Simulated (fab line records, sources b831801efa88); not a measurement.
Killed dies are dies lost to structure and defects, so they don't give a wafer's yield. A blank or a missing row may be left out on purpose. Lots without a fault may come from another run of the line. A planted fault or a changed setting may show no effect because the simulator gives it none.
Which tool did it? | flow gf180mcu | 12 lots, 36 wafers sampled, at 7 steps of a route of 602

WHAT THE GAUGES READ, wafer by wafer
GF_CONTACT_CD_MEAS_14: target cd 220 nm.
lot  | measured     | on        | cd_nm (nm)
L478 | day 16 00:17 | cd_sem-02 | 221.0 221.2 222.6
L480 | day 16 19:18 | cd_sem-01 | 220.3 218.3 220.1
L481 | day 17 06:22 | cd_sem-02 | 219.9 218.6 220.0
L482 | day 17 17:20 | cd_sem-01 | 221.6 221.1 221.3
L483 | day 17 23:19 | cd_sem-01 | 219.0 219.1 220.8
L485 | day 18 18:17 | cd_sem-01 | 220.8 223.3 221.8
L484 | day 18 19:35 | cd_sem-02 | 222.5 222.6 221.1
L490 | day 20 13:23 | cd_sem-02 | 220.4 221.7 221.7
L491 | day 21 02:23 | cd_sem-01 | 219.5 220.6 219.9
L492 | day 21 06:22 | cd_sem-02 | 222.3 221.7 221.7
L500 | day 23 23:55 | cd_sem-01 | 219.8 220.4 220.0
L501 | day 24 04:47 | cd_sem-01 | 221.7 221.9 221.4

GF_CONTACT_RS_MEAS_25: measures by four-point-probe.
lot  | measured     | on            | CONTACT_W_RS (ohm/sq)
L478 | day 16 01:07 | film_metro-02 | 0.387 0.390 0.391
L480 | day 16 20:08 | film_metro-04 | 0.384 0.383 0.387
L481 | day 17 07:12 | film_metro-04 | 0.375 0.382 0.377
L482 | day 17 18:10 | film_metro-04 | 0.380 0.379 0.376
L483 | day 18 00:08 | film_metro-03 | 0.381 0.382 0.383
L485 | day 18 19:13 | film_metro-03 | 0.386 0.392 0.389
L484 | day 18 20:31 | film_metro-03 | 0.387 0.384 0.387
L490 | day 20 14:13 | film_metro-02 | 0.376 0.378 0.383
L491 | day 21 03:13 | film_metro-04 | 0.389 0.521 0.385
L492 | day 21 07:12 | film_metro-03 | 0.375 0.372 0.506
L500 | day 24 00:44 | film_metro-04 | 0.379 0.385 0.381
L501 | day 24 05:37 | film_metro-03 | 0.385 0.383 0.384

GF_CONTACT_THK_MEAS_26: measures by xrf.
lot  | measured     | on            | CONTACT_W_THK (nm)
L478 | day 16 01:14 | film_metro-02 | 298 295 296
L480 | day 16 20:16 | film_metro-04 | 302 303 299
L481 | day 17 07:19 | film_metro-04 | 313 306 310
L482 | day 17 18:17 | film_metro-04 | 307 307 308
L483 | day 18 00:15 | film_metro-03 | 307 307 307
L485 | day 18 19:20 | film_metro-03 | 305 299 303
L484 | day 18 20:38 | film_metro-03 | 304 307 303
L490 | day 20 14:19 | film_metro-02 | 305 300 297
L491 | day 21 03:19 | film_metro-04 | 300 223 302
L492 | day 21 07:19 | film_metro-03 | 314 318 232
L500 | day 24 00:50 | film_metro-04 | 305 298 305
L501 | day 24 05:44 | film_metro-03 | 305 305 306

GF_M1_RS_MEAS_05: measures by four-point-probe.
lot  | measured     | on            | M1_ALCU_RS (ohm/sq)
L478 | day 16 01:49 | film_metro-01 | 0.0693 0.0687 0.0694
L480 | day 16 20:50 | film_metro-01 | 0.0692 0.0701 0.0693
L481 | day 17 07:54 | film_metro-01 | 0.0698 0.0695 0.0698
L482 | day 17 18:59 | film_metro-03 | 0.0692 0.0688 0.0685
L483 | day 18 00:50 | film_metro-01 | 0.0698 0.0698 0.0699
L485 | day 18 19:55 | film_metro-04 | 0.0695 0.0690 0.0694
L484 | day 18 21:13 | film_metro-04 | 0.0685 0.0692 0.0686
L490 | day 20 14:55 | film_metro-04 | 0.0695 0.0699 0.0692
L491 | day 21 04:16 | film_metro-01 | 0.0698 0.0701 0.0698
L492 | day 21 07:54 | film_metro-04 | 0.0694 0.0695 0.0695
L500 | day 24 01:26 | film_metro-04 | 0.0706 0.0708 0.0706
L501 | day 24 06:20 | film_metro-01 | 0.0685 0.0695 0.0692

WHICH TOOL RAN EACH LOT (tool, then ch and the chambers of the sampled wafers, then the start)
lot  | GF_CONTACT_CVD_24             | GF_CONTACT_CMP_27             | GF_M1_SPUTTER_04
L478 | cvd_w-02 ch 0,1, day 16 01:01 | cmp-02 ch 2,3, day 16 01:18   | pvd_sputter-02, day 16 01:47
L480 | cvd_w-02 ch 0,1, day 16 20:02 | cmp-01 ch 0,1,2, day 16 20:19 | pvd_sputter-03, day 16 20:48
L481 | cvd_w-01 ch 0,1, day 17 07:05 | cmp-01 ch 2,3, day 17 07:22   | pvd_sputter-02, day 17 07:50
L482 | cvd_w-01 ch 0,1, day 17 18:04 | cmp-01 ch 0,1,2, day 17 18:28 | pvd_sputter-02, day 17 18:57
L483 | cvd_w-02 ch 0,1, day 18 00:01 | cmp-02 ch 0,1,2, day 18 00:21 | pvd_sputter-03, day 18 00:47
L485 | cvd_w-02 ch 0, day 18 19:00   | cmp-02 ch 0,1,3, day 18 19:23 | pvd_sputter-02, day 18 19:52
L484 | cvd_w-02 ch 0, day 18 20:19   | cmp-01 ch 0,2,3, day 18 20:44 | pvd_sputter-03, day 18 21:10
L490 | cvd_w-01 ch 0,1, day 20 14:07 | cmp-01 ch 1,2, day 20 14:22   | pvd_sputter-03, day 20 14:50
L491 | cvd_w-01 ch 0,1, day 21 03:06 | cmp-01 ch 0,1, day 21 03:43   | pvd_sputter-03, day 21 04:11
L492 | cvd_w-01 ch 0,1, day 21 07:05 | cmp-01 ch 0,1,2, day 21 07:25 | pvd_sputter-03, day 21 07:50
L500 | cvd_w-02 ch 0,1, day 24 00:37 | cmp-01 ch 1,3, day 24 00:53   | pvd_sputter-01, day 24 01:22
L501 | cvd_w-02 ch 0,1, day 24 05:31 | cmp-02 ch 0,2,3, day 24 05:54 | pvd_sputter-02, day 24 06:17
- GF_CONTACT_CVD_24: deposits W, target thk 300 nm, time 90.339 s.
- GF_CONTACT_CMP_27: polishes, stops on SiO2, t overpolish 15 s, target thk 0 nm.
- GF_M1_SPUTTER_04: material TiN, target thk 50 nm, time 41.7 s.

WHAT THE TOOLS THEMSELVES READ (means of the sampled wafers that have a number; where no wafer has one, the mark that the record gives instead)
GF_CONTACT_CVD_24.
lot  | tool     | heater_power_w (W)
L478 | cvd_w-02 | 962
L480 | cvd_w-02 | 914
L481 | cvd_w-01 | 886
L482 | cvd_w-01 | 865
L483 | cvd_w-02 | 889
L485 | cvd_w-02 | 845
L484 | cvd_w-02 | 855
L490 | cvd_w-01 | 883
L491 | cvd_w-01 | 890
L492 | cvd_w-01 | 876
L500 | cvd_w-02 | 881
L501 | cvd_w-02 | 889

GF_CONTACT_CMP_27.
lot  | tool   | motor_current_A (A) | retaining_ring_pressure_frac | time_to_endpoint_s (s)
L478 | cmp-02 | 12.2                | 0.999                        | 73.2
L480 | cmp-01 | 10.6                | 1.004                        | 71.3
L481 | cmp-01 | 11.3                | 0.997                        | 72.9
L482 | cmp-01 | 10.7                | 1.002                        | 72.6
L483 | cmp-02 | 12.0                | 1.001                        | 75.5
L485 | cmp-02 | 10.8                | 1.003                        | 69.1
L484 | cmp-01 | 11.1                | 0.998                        | 74.6
L490 | cmp-01 | 11.6                | 1.003                        | 70.2
L491 | cmp-01 | 10.5                | 0.999                        | 63.7
L492 | cmp-01 | 10.8                | 1.003                        | 65.9
L500 | cmp-01 | 11.2                | 1.003                        | 71.8
L501 | cmp-02 | 12.9                | 0.998                        | 71.8

GF_M1_SPUTTER_04.
lot  | tool           | chamber_pressure_pa (Pa) | throttle_valve_pct (%)
L478 | pvd_sputter-02 | 0.3997                   | 29.3
L480 | pvd_sputter-03 | 0.4000                   | 30.6
L481 | pvd_sputter-02 | 0.4003                   | 29.0
L482 | pvd_sputter-02 | 0.4005                   | 29.6
L483 | pvd_sputter-03 | 0.3992                   | 31.0
L485 | pvd_sputter-02 | 0.3993                   | 28.9
L484 | pvd_sputter-03 | 0.3999                   | 30.9
L490 | pvd_sputter-03 | 0.3991                   | 30.5
L491 | pvd_sputter-03 | 0.3996                   | 31.0
L492 | pvd_sputter-03 | 0.4002                   | 30.3
L500 | pvd_sputter-01 | 0.4001                   | 29.9
L501 | pvd_sputter-02 | 0.4000                   | 29.3

THE ANSWER, worked out from the rows above alone
Rule: what is usual is taken from the lots themselves. Put in order of their means at a reading, lots are off if they are a third of the lots or fewer, leave a main group of 4 or more, and stand apart from it by a gap of 3 or more times the standard deviation of the main group's means; of several such gaps the widest counts. A main group whose means are all the same, to the digits that the tables above print for the reading, isn't used. A lot without any number at a reading at which 4 lots or more have one is off too. The other lots that the step has rows for count as sound. The gauges are gone through in route order, then the tools' own readings, and for those a lot's mean is taken as printed above. The first step at which some lot is off is used, and at that step the reading that is off furthest; a lot without a number counts as furthest.
Off: L491, L492, at GF_CONTACT_RS_MEAS_25 (CONTACT_W_RS). The main group: mean 0.383 ohm/sq, standard deviation 0.0039.
A tool fits if, at a process step before that reading, it ran every lot that is off, and no sound lot after the first of them. The gauges at GF_CONTACT_RS_MEAS_25 are tried like those tools. One fits: cvd_w-01 at GF_CONTACT_CVD_24. Its last sound lot is L490 (day 20 14:07), its first lot that is off L491 (day 21 03:06): a fault that began between those two fits.

WHAT THE SIMULATOR HAD PUT IN
Process parameter drift: cvd_w-01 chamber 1, from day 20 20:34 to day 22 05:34, at GF_CONTACT_CVD_24. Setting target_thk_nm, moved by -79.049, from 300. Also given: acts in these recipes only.
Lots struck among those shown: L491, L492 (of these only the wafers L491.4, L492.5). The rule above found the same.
